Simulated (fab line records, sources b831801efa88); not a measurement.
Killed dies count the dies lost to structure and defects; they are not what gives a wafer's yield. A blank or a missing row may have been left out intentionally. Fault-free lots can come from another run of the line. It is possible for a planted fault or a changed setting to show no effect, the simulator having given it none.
fab line records | flow gf180mcu
record lots=14 | wafers=42 | last-day=34
route steps=602 shown V4@491
lots that met no fault: from a run of the same line without faults
start-h: hours from the record's first day to the start of the lot's first wafer shown | wait-h: hours elapsed since this lot's preceding step | " as in the row above | L1.1+2: several wafers, shown together as one row | - no value, or no start given | * or withheld: withheld | < > ~ a bound
route shown NAME@n: NAME is a module with steps in the file, n the number in the route of the first one | usual: mean/standard deviation of fault-free wafers | same: alike in all rows | chamber/n: place in a boat | sites: the reading at each site | _std_site: the standard deviation of these | _edge_site: mean of outer sites minus mean of inner sites | radius-mm: how far each site lies from the wafer's centre | mask NAME#n: copy n | behind: the most recent tool/chamber to have shaped the wafer | hold: what put the lot on hold/how long, in hours/how the hold closed | device: whichever transistor did not switch (one of n, p or np) | end of line: the route-end tests of the same wafers | where a step has no rows: the recipe by itself | killed: dies that structure and defects cost at the first sort, which is not the same as the wafer's yield | map: a wafer's dies, x killed, . not, _ none there
set.NAME: the setting that was run; set.NAME@STEP: the one run at that earlier step | model.NAME: the simulator's own value behind a step, which no gauge read
one table for each step of the route and one row for each wafer, over a sample of lots
services: from which hour (start-h, from the record's first day; less than 0 if before it) a tool's chamber was out of use, for how many hours, and why
## steps
# step GF_V4_OVL_MEAS_15
# usual V4_OVL=5/4.8
lot.wafer | tool       | chamber | start-h | wait-h | V4_OVL[nm]
L668.1    | overlay-02 | -       | 556.58  | 0.1    | -2
L668.2    | "          | -       | "       | "      | -2
L668.4    | "          | -       | "       | "      | 1
L669.2    | overlay-02 | -       | 567.03  | 0.1    | -1
L669.3    | "          | -       | "       | "      | -2
L669.4    | "          | -       | "       | "      | -2
L670.1    | overlay-02 | -       | 577.57  | 0.1    | 14
L670.2    | "          | -       | "       | "      | 8
L670.4    | "          | -       | "       | "      | 12
L671.1    | overlay-02 | -       | 583.07  | 0.1    | 1
L671.3    | "          | -       | "       | "      | 8
L671.5    | "          | -       | "       | "      | -3
L673.2    | overlay-01 | -       | 603.58  | 0.1    | 9
L673.4    | "          | -       | "       | "      | 11
L673.5    | "          | -       | "       | "      | 4
L674.3    | overlay-01 | -       | 608.24  | 0.1    | 3
L674.4    | "          | -       | "       | "      | -3
L674.5    | "          | -       | "       | "      | 8
L675.2    | overlay-01 | -       | 620.13  | 0.1    | -5
L675.5    | "          | -       | "       | "      | 2
L675.6    | "          | -       | "       | "      | 6
L676.2    | overlay-02 | -       | 624.88  | 0.1    | 4
L676.4    | "          | -       | "       | "      | 5
L676.5    | "          | -       | "       | "      | 7
L681.1    | overlay-02 | -       | 663.68  | 0.1    | 5
L681.2    | "          | -       | "       | "      | 4
L681.4    | "          | -       | "       | "      | 4
L684.1    | overlay-02 | -       | 688.58  | 0.1    | 5
L684.3    | "          | -       | "       | "      | 3
L684.5    | "          | -       | "       | "      | 4
L686.1    | overlay-02 | -       | 703.58  | 0.1    | 0
L686.4    | "          | -       | "       | "      | -3
L686.6    | "          | -       | "       | "      | -1
L688.2    | overlay-02 | -       | 711.58  | 0.1    | 11
L688.3    | "          | -       | "       | "      | 13
L688.6    | "          | -       | "       | "      | 9
L689.4    | overlay-02 | -       | 718.40  | 0.1    | 12
L689.5    | "          | -       | "       | "      | 12
L689.6    | "          | -       | "       | "      | 11
L691.1    | overlay-02 | -       | 732.48  | 0.1    | 9
L691.2    | "          | -       | "       | "      | 1
L691.5    | "          | -       | "       | "      | 7
# step GF_V4_ETCH_17
# recipe chemistry=C4F8/O2/Ar | mask-material=KrF | target=SiO2 | stop-on=TiN | source-w=1500 | bias-w=1200 | pressure-mtorr=40 | c4f8-flow-sccm=withheld | O2_flow_sccm=6 | Ar_flow_sccm=300 | time-s=withheld | target-depth-a=6300
# usual chamber-pressure-mTorr=40.00/0.039 | oes-product-au=0.856/0.0047 | rf-fwd-power-W=1493/5.4
lot.wafer | tool        | chamber | start-h | wait-h | chamber-pressure-mTorr | oes-product-au | rf-fwd-power-W
L668.1    | rie-diel-01 | 3       | -       | -      | 40.00                  | 0.854          | 1488
L668.2    | "           | 0       | "       | "      | 40.04                  | 0.846          | 1497
L668.4    | "           | 2       | "       | "      | 40.00                  | 0.853          | 1497
L669.2    | rie-diel-01 | 2       | -       | -      | 39.92                  | 0.860          | 1486
L669.3    | "           | 0       | "       | "      | 39.98                  | 0.854          | 1488
L669.4    | "           | 3       | "       | "      | 40.06                  | 0.854          | 1480
L670.1    | rie-diel-03 | 3       | -       | -      | 40.05                  | 0.862          | 1488
L670.2    | "           | 0       | "       | "      | 40.02                  | 0.856          | 1497
L670.4    | "           | 2       | "       | "      | 40.04                  | 0.858          | 1490
L671.1    | rie-diel-01 | 2       | -       | -      | 40.00                  | 0.858          | 1487
L671.3    | "           | 0       | "       | "      | 39.99                  | 0.853          | 1492
L671.5    | "           | 1       | "       | "      | 39.91                  | 0.856          | 1494
L673.2    | rie-diel-01 | 0       | -       | -      | 40.01                  | 0.850          | 1490
L673.4    | "           | 3       | "       | "      | 40.03                  | 0.849          | 1491
L673.5    | "           | 3       | "       | "      | 39.95                  | 0.852          | 1489
L674.3    | rie-diel-01 | 0       | -       | -      | 39.97                  | 0.854          | 1502
L674.4    | "           | 2       | "       | "      | 40.05                  | 0.857          | 1484
L674.5    | "           | 3       | "       | "      | 39.95                  | 0.859          | 1498
L675.2    | rie-diel-04 | 2       | -       | -      | 40.05                  | 0.854          | 1486
L675.5    | "           | 2       | "       | "      | 40.00                  | 0.859          | 1490
L675.6    | "           | 1       | "       | "      | 40.02                  | 0.866          | 1496
L676.2    | rie-diel-03 | 0       | -       | -      | 39.96                  | 0.852          | 1500
L676.4    | "           | 1       | "       | "      | 40.00                  | 0.855          | 1491
L676.5    | "           | 1       | "       | "      | 39.93                  | 0.856          | 1495
L681.1    | rie-diel-04 | 3       | -       | -      | 40.00                  | 0.860          | 1490
L681.2    | "           | 1       | "       | "      | 40.05                  | 0.859          | 1498
L681.4    | "           | 2       | "       | "      | 40.00                  | 0.859          | 1486
L684.1    | rie-diel-04 | 2       | -       | -      | 40.06                  | 0.856          | 1487
L684.3    | "           | 0       | "       | "      | 40.02                  | 0.855          | 1500
L684.5    | "           | 0       | "       | "      | 40.06                  | 0.859          | 1495
L686.1    | rie-diel-01 | 2       | -       | -      | 39.92                  | 0.847          | 1497
L686.4    | "           | 1       | "       | "      | 40.01                  | 0.854          | 1498
L686.6    | "           | 3       | "       | "      | 39.96                  | 0.859          | 1487
L688.2    | rie-diel-03 | 0       | -       | -      | 39.97                  | 0.859          | 1501
L688.3    | "           | 3       | "       | "      | 40.03                  | 0.861          | 1488
L688.6    | "           | 1       | "       | "      | 39.96                  | 0.853          | 1494
L689.4    | rie-diel-03 | 3       | -       | -      | 39.99                  | 0.858          | 1487
L689.5    | "           | 3       | "       | "      | 39.96                  | 0.855          | 1488
L689.6    | "           | 0       | "       | "      | 40.01                  | 0.850          | 1494
L691.1    | rie-diel-04 | 2       | -       | -      | 40.01                  | 0.854          | 1492
L691.2    | "           | 3       | "       | "      | 40.01                  | 0.862          | 1493
L691.5    | "           | 1       | "       | "      | 39.94                  | 0.860          | 1491
# step GF_V4_STRIP_18
# recipe chemistry=O2/N2 | power-w=1400 | pressure-mtorr=1500 | platen-temp-c=250 | o2-flow-sccm=3000 | n2-flow-sccm=300 | overash-fraction=0.5
# usual chamber-pressure-mTorr=1499.9/1.3 | drypump-motor-current-A=5.8/0.46 | heater-power-w=313/22 | oes-product-au=0.592/0.0049
lot.wafer | tool            | chamber | start-h | wait-h | chamber-pressure-mTorr | drypump-motor-current-A | heater-power-w | oes-product-au | rf-hours-counter-h
L668.1    | plasma-asher-02 | 1       | 556.74  | -      | 1500.4                 | 5.6                     | 310            | 0.589          | 47
L668.2    | "               | 0       | "       | "      | 1498.4                 | 5.7                     | 312            | 0.595          | 47
L668.4    | "               | 0       | "       | "      | 1499.6                 | 5.7                     | 317            | 0.592          | -
L669.2    | plasma-asher-02 | 0       | 567.19  | -      | 1501.9                 | 5.7                     | 322            | 0.585          | 48
L669.3    | "               | 0       | "       | "      | 1497.6                 | 5.7                     | 311            | 0.594          | -
L669.4    | "               | 1       | "       | "      | 1498.8                 | 5.6                     | 318            | 0.593          | -
L670.1    | plasma-asher-03 | 1       | 577.73  | -      | 1500.7                 | 5.2                     | 315            | 0.591          | 16
L670.2    | "               | 0       | "       | "      | 1500.8                 | 6.7                     | 352            | 0.591          | 16
L670.4    | "               | 0       | "       | "      | 1498.6                 | 6.7                     | 351            | 0.586          | -
L671.1    | plasma-asher-02 | 1       | 583.23  | -      | 1500.4                 | 5.6                     | 314            | 0.592          | 50
L671.3    | "               | 1       | "       | "      | 1501.7                 | 5.6                     | 307            | 0.585          | -
L671.5    | "               | 1       | "       | "      | 1500.0                 | 5.6                     | 314            | 0.589          | -
L673.2    | plasma-asher-03 | 0       | 603.74  | -      | 1498.4                 | 6.6                     | 347            | 0.590          | 19
L673.4    | "               | 1       | "       | "      | 1501.7                 | 5.2                     | 322            | 0.587          | -
L673.5    | "               | 1       | "       | "      | 1500.1                 | 5.2                     | 310            | 0.597          | -
L674.3    | plasma-asher-01 | 0       | 608.43  | -      | 1498.7                 | 5.4                     | 281            | 0.593          | -
L674.4    | "               | 1       | "       | "      | 1497.8                 | 6.5                     | 276            | 0.593          | -
L674.5    | "               | 0       | "       | "      | 1497.9                 | 5.4                     | 279            | 0.595          | -
L675.2    | plasma-asher-01 | 1       | 620.29  | -      | 1500.4                 | 6.4                     | 281            | 0.591          | 88
L675.5    | "               | 1       | "       | "      | 1499.6                 | 6.4                     | 279            | 0.587          | -
L675.6    | "               | 0       | "       | "      | 1500.2                 | 5.4                     | 280            | 0.598          | -
L676.2    | plasma-asher-02 | 1       | 625.04  | -      | 1500.3                 | 5.6                     | 309            | 0.596          | 54
L676.4    | "               | 1       | "       | "      | 1499.7                 | 5.6                     | 311            | 0.590          | -
L676.5    | "               | 0       | "       | "      | 1500.8                 | 5.7                     | 313            | 0.592          | -
L681.1    | plasma-asher-02 | 0       | 663.84  | -      | 1498.9                 | 5.7                     | 314            | 0.601          | 59
L681.2    | "               | 1       | "       | "      | 1499.9                 | 5.6                     | 311            | 0.596          | 59
L681.4    | "               | 1       | "       | "      | 1501.0                 | 5.6                     | 313            | 0.590          | -
L684.1    | plasma-asher-01 | 0       | 688.74  | -      | 1497.1                 | 5.4                     | 277            | 0.585          | 97
L684.3    | "               | 0       | "       | "      | 1500.9                 | 5.4                     | 281            | 0.595          | -
L684.5    | "               | 0       | "       | "      | 1498.5                 | 5.4                     | 286            | 0.589          | -
L686.1    | plasma-asher-01 | 0       | 703.74  | -      | 1498.5                 | 5.4                     | 285            | 0.594          | 98
L686.4    | "               | 0       | "       | "      | 1501.3                 | 5.4                     | 284            | 0.591          | -
L686.6    | "               | 0       | "       | "      | 1501.3                 | 5.4                     | 280            | 0.593          | -
L688.2    | plasma-asher-02 | 1       | 711.74  | -      | 1501.6                 | 5.6                     | 309            | 0.588          | 64
L688.3    | "               | 0       | "       | "      | 1499.5                 | 5.7                     | 317            | 0.588          | -
L688.6    | "               | 1       | "       | "      | 1500.7                 | 5.6                     | 311            | 0.589          | -
L689.4    | plasma-asher-01 | 1       | 718.58  | -      | 1497.3                 | 6.4                     | 283            | 0.593          | -
L689.5    | "               | 1       | "       | "      | 1496.9                 | 6.4                     | 276            | 0.586          | -
L689.6    | "               | 0       | "       | "      | 1499.0                 | 5.4                     | 287            | 0.588          | -
L691.1    | plasma-asher-03 | 1       | 732.64  | -      | 1501.1                 | 5.2                     | 321            | 0.596          | 32
L691.2    | "               | 0       | "       | "      | 1500.4                 | 6.6                     | 356            | 0.602          | 32
L691.5    | "               | 0       | "       | "      | 1499.2                 | 6.7                     | 350            | 0.597          | -
# step GF_V4_CVD_23
# recipe material=W | target-thk-nm=350 | time-s=104.9 | temp-c=400 | pressure-torr=40
# usual chamber-pressure-Torr=40.01/0.093 | heater-power-outer-w=547/24 | heater-power-w=880/50 | susceptor-temp-C=399.98/0.23
lot.wafer | tool     | chamber | start-h | wait-h | chamber-pressure-Torr | heater-power-outer-w | heater-power-w | susceptor-temp-C
L668.1    | cvd-w-01 | 1       | 557.38  | 0.0    | 39.90                 | 568                  | 921            | 399.83
L668.2    | "        | 0       | "       | "      | 40.00                 | 563                  | 915            | 399.89
L668.4    | "        | 0       | "       | "      | 40.00                 | 557                  | 942            | 399.86
L669.2    | cvd-w-01 | 1       | 567.83  | 0.0    | 39.89                 | 555                  | 920            | 399.82
L669.3    | "        | 0       | "       | "      | 39.88                 | 540                  | 936            | 399.77
L669.4    | "        | 1       | "       | "      | 40.07                 | 558                  | 916            | 399.73
L670.1    | cvd-w-01 | 0       | 578.46  | 0.0    | 40.08                 | 557                  | 928            | 399.83
L670.2    | "        | 1       | "       | "      | 39.97                 | 559                  | 919            | 399.87
L670.4    | "        | 0       | "       | "      | 40.12                 | 553                  | 944            | 400.15
L671.1    | cvd-w-01 | 1       | 583.87  | 0.0    | 39.95                 | 556                  | 909            | 399.78
L671.3    | "        | 1       | "       | "      | 39.86                 | 547                  | 884            | 400.22
L671.5    | "        | 1       | "       | "      | 39.98                 | 579                  | 912            | 399.54
L673.2    | cvd-w-01 | 1       | 604.41  | 0.0    | 40.01                 | 553                  | 924            | 400.48
L673.4    | "        | 1       | "       | "      | 39.99                 | 567                  | 900            | 400.42
L673.5    | "        | 0       | "       | "      | 40.02                 | 560                  | 920            | 400.34
L674.3    | cvd-w-01 | 0       | 609.07  | 0.1    | -                     | -                    | -              | -
L674.4    | "        | 1       | "       | "      | -                     | -                    | -              | -
L674.5    | "        | 1       | "       | "      | -                     | -                    | -              | -
L675.2    | cvd-w-02 | 1       | 620.93  | 0.0    | -                     | -                    | -              | -
L675.5    | "        | 1       | "       | "      | -                     | -                    | -              | -
L675.6    | "        | 0       | "       | "      | -                     | -                    | -              | -
L676.2    | cvd-w-02 | 1       | 625.68  | 0.0    | 40.07                 | 568                  | 868            | 400.02
L676.4    | "        | 0       | "       | "      | 40.09                 | 514                  | 811            | 399.86
L676.5    | "        | 0       | "       | "      | 40.11                 | 511                  | 819            | 400.05
L681.1    | cvd-w-02 | 0       | 664.48  | 0.0    | 39.98                 | 504                  | 817            | 399.56
L681.2    | "        | 1       | "       | "      | 40.11                 | 555                  | 845            | 400.31
L681.4    | "        | 1       | "       | "      | 40.09                 | 558                  | 853            | 400.27
L684.1    | cvd-w-02 | 1       | 689.38  | 0.0    | 40.16                 | 548                  | 860            | 400.04
L684.3    | "        | 0       | "       | "      | 39.88                 | 502                  | 824            | 399.66
L684.5    | "        | 0       | "       | "      | 39.87                 | 501                  | 788            | 400.08
L686.1    | cvd-w-01 | 1       | 704.38  | 0.0    | 39.90                 | 570                  | 923            | 399.53
L686.4    | "        | 0       | "       | "      | 40.09                 | 559                  | 933            | 399.69
L686.6    | "        | 1       | "       | "      | 39.96                 | 546                  | 926            | 400.15
L688.2    | cvd-w-02 | 1       | 712.41  | 0.0    | 39.87                 | 562                  | 868            | 399.89
L688.3    | "        | 1       | "       | "      | 39.98                 | 540                  | 848            | 399.48
L688.6    | "        | 1       | "       | "      | 39.97                 | 559                  | 864            | 399.41
L689.4    | cvd-w-01 | 1       | 719.21  | 0.0    | 40.03                 | 557                  | 936            | 400.09
L689.5    | "        | 0       | "       | "      | 39.94                 | 568                  | 925            | 400.12
L689.6    | "        | 1       | "       | "      | 40.08                 | 566                  | 930            | 400.51
L691.1    | cvd-w-01 | 1       | 733.28  | 0.0    | 40.00                 | 583                  | 901            | 399.91
L691.2    | "        | 0       | "       | "      | 39.98                 | 555                  | 907            | 400.26
L691.5    | "        | 0       | "       | "      | 40.06                 | 559                  | 931            | 400.44
# step GF_V4_RS_MEAS_24
# recipe thk-meas-gauge=four-point-probe | reads=W_of_V4_CVD_23+TiN_of_V4_SPUTTER_22+Ti_of_V4_SPUTTER_21
# usual V4_W_RS=0.326/0.0031
lot.wafer | tool          | chamber | start-h | wait-h | V4_W_RS[ohm/sq]
L668.1    | film-metro-04 | -       | 557.49  | 0.1    | 0.324
L668.2    | "             | -       | "       | "      | 0.324
L668.4    | "             | -       | "       | "      | 0.325
L669.2    | film-metro-01 | -       | 567.96  | 0.1    | 0.327
L669.3    | "             | -       | "       | "      | 0.324
L669.4    | "             | -       | "       | "      | 0.324
L670.1    | film-metro-02 | -       | 578.57  | 0.1    | 0.328
L670.2    | "             | -       | "       | "      | 0.325
L670.4    | "             | -       | "       | "      | 0.328
L671.1    | film-metro-04 | -       | 583.99  | 0.1    | 0.330
L671.3    | "             | -       | "       | "      | 0.328
L671.5    | "             | -       | "       | "      | 0.327
L673.2    | film-metro-02 | -       | 604.54  | 0.1    | 0.330
L673.4    | "             | -       | "       | "      | 0.327
L673.5    | "             | -       | "       | "      | 0.325
L674.3    | film-metro-02 | -       | 609.19  | 0.1    | 42.997
L674.4    | "             | -       | "       | "      | 42.653
L674.5    | "             | -       | "       | "      | 43.224
L675.2    | film-metro-01 | -       | 621.07  | 0.1    | 43.468
L675.5    | "             | -       | "       | "      | 43.479
L675.6    | "             | -       | "       | "      | 43.927
L676.2    | film-metro-01 | -       | 625.81  | 0.1    | 0.331
L676.4    | "             | -       | "       | "      | 0.324
L676.5    | "             | -       | "       | "      | 0.330
L681.1    | film-metro-04 | -       | 664.59  | 0.1    | 0.326
L681.2    | "             | -       | "       | "      | 0.324
L681.4    | "             | -       | "       | "      | 0.323
L684.1    | film-metro-02 | -       | 689.49  | 0.1    | 0.327
L684.3    | "             | -       | "       | "      | 0.324
L684.5    | "             | -       | "       | "      | 0.323
L686.1    | film-metro-02 | -       | 704.49  | 0.1    | 0.324
L686.4    | "             | -       | "       | "      | 0.326
L686.6    | "             | -       | "       | "      | 0.327
L688.2    | film-metro-01 | -       | 712.54  | 0.1    | 0.324
L688.3    | "             | -       | "       | "      | 0.325
L688.6    | "             | -       | "       | "      | 0.323
L689.4    | film-metro-01 | -       | 719.35  | 0.1    | 0.327
L689.5    | "             | -       | "       | "      | 0.326
L689.6    | "             | -       | "       | "      | 0.325
L691.1    | film-metro-04 | -       | 733.39  | 0.1    | 0.335
L691.2    | "             | -       | "       | "      | 0.331
L691.5    | "             | -       | "       | "      | 0.330
# step GF_V4_THK_MEAS_25
# recipe thk-meas-gauge=xrf | reads=W_of_V4_CVD_23
# usual V4_W_THK=356/5.3
lot.wafer | tool          | chamber | start-h | wait-h | V4_W_THK[nm]
L668.1    | film-metro-04 | -       | 557.61  | 0.1    | 362
L668.2    | "             | -       | "       | "      | 362
L668.4    | "             | -       | "       | "      | 359
L669.2    | film-metro-01 | -       | 568.07  | 0.1    | 351
L669.3    | "             | -       | "       | "      | 353
L669.4    | "             | -       | "       | "      | 353
L670.1    | film-metro-02 | -       | 578.69  | 0.1    | 359
L670.2    | "             | -       | "       | "      | 362
L670.4    | "             | -       | "       | "      | 359
L671.1    | film-metro-04 | -       | 584.11  | 0.1    | 354
L671.3    | "             | -       | "       | "      | 352
L671.5    | "             | -       | "       | "      | 352
L673.2    | film-metro-02 | -       | 604.65  | 0.1    | 354
L673.4    | "             | -       | "       | "      | 357
L673.5    | "             | -       | "       | "      | 360
L674.3    | film-metro-02 | -       | 609.29  | 0.1    | <0
L674.4    | "             | -       | "       | "      | <0
L674.5    | "             | -       | "       | "      | <0
L675.2    | film-metro-01 | -       | 621.18  | 0.1    | <0
L675.5    | "             | -       | "       | "      | <0
L675.6    | "             | -       | "       | "      | -
L676.2    | film-metro-01 | -       | 625.92  | 0.1    | 350
L676.4    | "             | -       | "       | "      | 357
L676.5    | "             | -       | "       | "      | 352
L681.1    | film-metro-04 | -       | 664.71  | 0.1    | 357
L681.2    | "             | -       | "       | "      | 358
L681.4    | "             | -       | "       | "      | 363
L684.1    | film-metro-02 | -       | 689.61  | 0.1    | 359
L684.3    | "             | -       | "       | "      | 362
L684.5    | "             | -       | "       | "      | 364
L686.1    | film-metro-02 | -       | 704.61  | 0.1    | 369
L686.4    | "             | -       | "       | "      | 368
L686.6    | "             | -       | "       | "      | 367
L688.2    | film-metro-01 | -       | 712.65  | 0.1    | 353
L688.3    | "             | -       | "       | "      | 354
L688.6    | "             | -       | "       | "      | 355
L689.4    | film-metro-01 | -       | 719.44  | 0.1    | 354
L689.5    | "             | -       | "       | "      | 352
L689.6    | "             | -       | "       | "      | 354
L691.1    | film-metro-04 | -       | 733.51  | 0.1    | 349
L691.2    | "             | -       | "       | "      | 351
L691.5    | "             | -       | "       | "      | 351
# step GF_V4_CMP_26
# recipe stop-on=SiO2 | down-force-psi=3.5 | platen-rpm=60 | t-overpolish-s=15 | target-thk-nm=0 | pad-velocity-m-s=0.94248
# usual motor-current-A=11.2/1.1 | time-to-endpoint-s=85.8/2.9
lot.wafer | tool   | chamber | start-h | wait-h | motor-current-A | time-to-endpoint-s
L668.4    | cmp-01 | 0       | 557.72  | 0.1    | 12.6            | 86.1
L668.1    | "      | 1       | "       | "      | 9.8             | 86.2
L668.2    | "      | 2       | "       | "      | 10.7            | 87.2
L669.4    | cmp-01 | 2       | 568.12  | 0.0    | 11.0            | 84.9
L669.2    | "      | 3       | "       | "      | 12.8            | 85.0
L669.3    | "      | 1       | "       | "      | 9.8             | 87.0
L670.2    | cmp-02 | 0       | 578.75  | 0.0    | 9.7             | 85.5
L670.4    | "      | 1       | "       | "      | 11.7            | 87.5
L670.1    | "      | 3       | "       | "      | 10.6            | 88.2
L671.1    | cmp-02 | 2       | 584.17  | 0.1    | 11.8            | 85.0
L671.3    | "      | 0       | "       | "      | 9.7             | 84.2
L671.5    | "      | 2       | "       | "      | 11.7            | 82.1
L673.2    | cmp-02 | 1       | 604.75  | 0.1    | 11.6            | 87.8
L673.4    | "      | 2       | "       | "      | 11.7            | 86.6
L673.5    | "      | 1       | "       | "      | 11.4            | 86.9
L674.4    | cmp-02 | 1       | 609.38  | 0.1    | 11.0            | 2.5
L674.3    | "      | 3       | "       | "      | 10.7            | 2.8
L674.5    | "      | 1       | "       | "      | 11.6            | 1.2
L675.2    | cmp-01 | 0       | 621.40  | 0.2    | 12.3            | 0.0
L675.5    | "      | 2       | "       | "      | 11.0            | 0.0
L675.6    | "      | 3       | "       | "      | 12.4            | 0.0
L676.4    | cmp-01 | 2       | 626.08  | 0.1    | 11.3            | 83.4
L676.2    | "      | 3       | "       | "      | 12.5            | 85.6
L676.5    | "      | 3       | "       | "      | 12.2            | 86.2
L681.2    | cmp-02 | 0       | 664.77  | 0.0    | 9.5             | 85.5
L681.4    | "      | 2       | "       | "      | 11.9            | 86.4
L681.1    | "      | 3       | "       | "      | 10.4            | 85.0
L684.1    | cmp-01 | 2       | 689.72  | 0.1    | 10.7            | 82.6
L684.3    | "      | 0       | "       | "      | 12.6            | 85.2
L684.5    | "      | 2       | "       | "      | 11.5            | 85.8
L686.4    | cmp-02 | 2       | 704.72  | 0.1    | 11.8            | 88.5
L686.1    | "      | 0       | "       | "      | 8.6             | 89.6
L686.6    | "      | 2       | "       | "      | 11.6            | 88.0
L688.2    | cmp-01 | 1       | 712.70  | 0.0    | 10.7            | 88.0
L688.3    | "      | 3       | "       | "      | 12.5            | 94.0
L688.6    | "      | 1       | "       | "      | 9.7             | 87.9
L689.4    | cmp-02 | 1       | 719.47  | 0.0    | 11.3            | 87.6
L689.5    | "      | 1       | "       | "      | 12.2            | 86.3
L689.6    | "      | 2       | "       | "      | 11.6            | 89.8
L691.2    | cmp-02 | 3       | 733.62  | 0.1    | 10.8            | 88.7
L691.1    | "      | 1       | "       | "      | 11.7            | 86.9
L691.5    | "      | 2       | "       | "      | 11.8            | 86.5
## services
tool            | chamber | start-h | hours | kind
rie-diel-04     | 0       | 536.12  | 10.5  | repair
plasma-asher-02 | -       | 552.81  | 2.6   | repair
rie-diel-04     | 2       | 552.89  | 22.3  | repair
rie-diel-03     | 1       | 555.55  | 19.6  | repair
cmp-02          | -       | 572.92  | 4.0   | pm
cmp-02          | -       | 576.92  | -     | consumable-replace:conditioner
cmp-02          | -       | 576.92  | -     | consumable-replace:pad
rie-diel-04     | 0       | 583.49  | 16.5  | repair
rie-diel-03     | 3       | 587.22  | 8.4   | repair
rie-diel-01     | 1       | 588.50  | 3.7   | repair
cvd-w-01        | -       | 597.07  | 6.0   | pm
cmp-02          | -       | 611.68  | 0.8   | repair
cmp-02          | -       | 618.96  | 6.3   | pm
rie-diel-03     | 1       | 628.79  | 16.8  | repair
rie-diel-03     | 2       | 629.47  | 4.3   | repair
rie-diel-03     | 3       | 642.00  | 6.4   | repair
plasma-asher-03 | -       | 653.94  | 0.3   | repair
rie-diel-01     | -       | 675.92  | 1.7   | repair
cvd-w-02        | -       | 680.46  | 2.8   | pm
rie-diel-03     | 2       | 698.16  | 14.1  | repair
cmp-01          | -       | 701.87  | 0.6   | repair
plasma-asher-03 | -       | 712.98  | 4.5   | repair
cmp-01          | -       | 717.78  | 4.7   | repair
cmp-01          | -       | 732.01  | 0.3   | repair
## key
first-sign step=GF_V4_CVD_23 | reading=tool-record | direction=missing
effect step=GF_V4_RS_MEAS_24 | reading=V4_W_RS | direction=up | sigmas=99+ | usual=0.326 | struck=43.291
effect step=GF_V4_THK_MEAS_25 | reading=V4_W_THK | direction=down | sigmas=67 | usual=356 | struck=<0
effect step=GF_V4_CMP_26 | reading=time-to-endpoint-s | direction=down | sigmas=30 | usual=* | struck=*
met-at GF_V4_CVD_23
struck-lots L674,L675
later-rows-left-out L674.3,L674.4,L674.5,L675.2,L675.5,L675.6
sort-left-out L674.3,L674.4,L674.5,L675.2,L675.5,L675.6
not-acting-at GF_V4_OVL_MEAS_15,GF_V4_ETCH_17,GF_V4_STRIP_18
onset-between 604.41 609.07
fault kind=skipped-step-whole | tool=cvd-w-01,cvd-w-02 | chamber=- | onset-h=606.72 | steps=GF_V4_CVD_23 | scope=struck-lots-only
# sort-left-out: the simulated sort isn't trusted on such a fault, so these wafers' sort isn't shown, and their yield isn't known
# later-rows-left-out: the simulator's readings of these wafers behind a module that went badly wrong aren't trusted and aren't shown, but for the sort
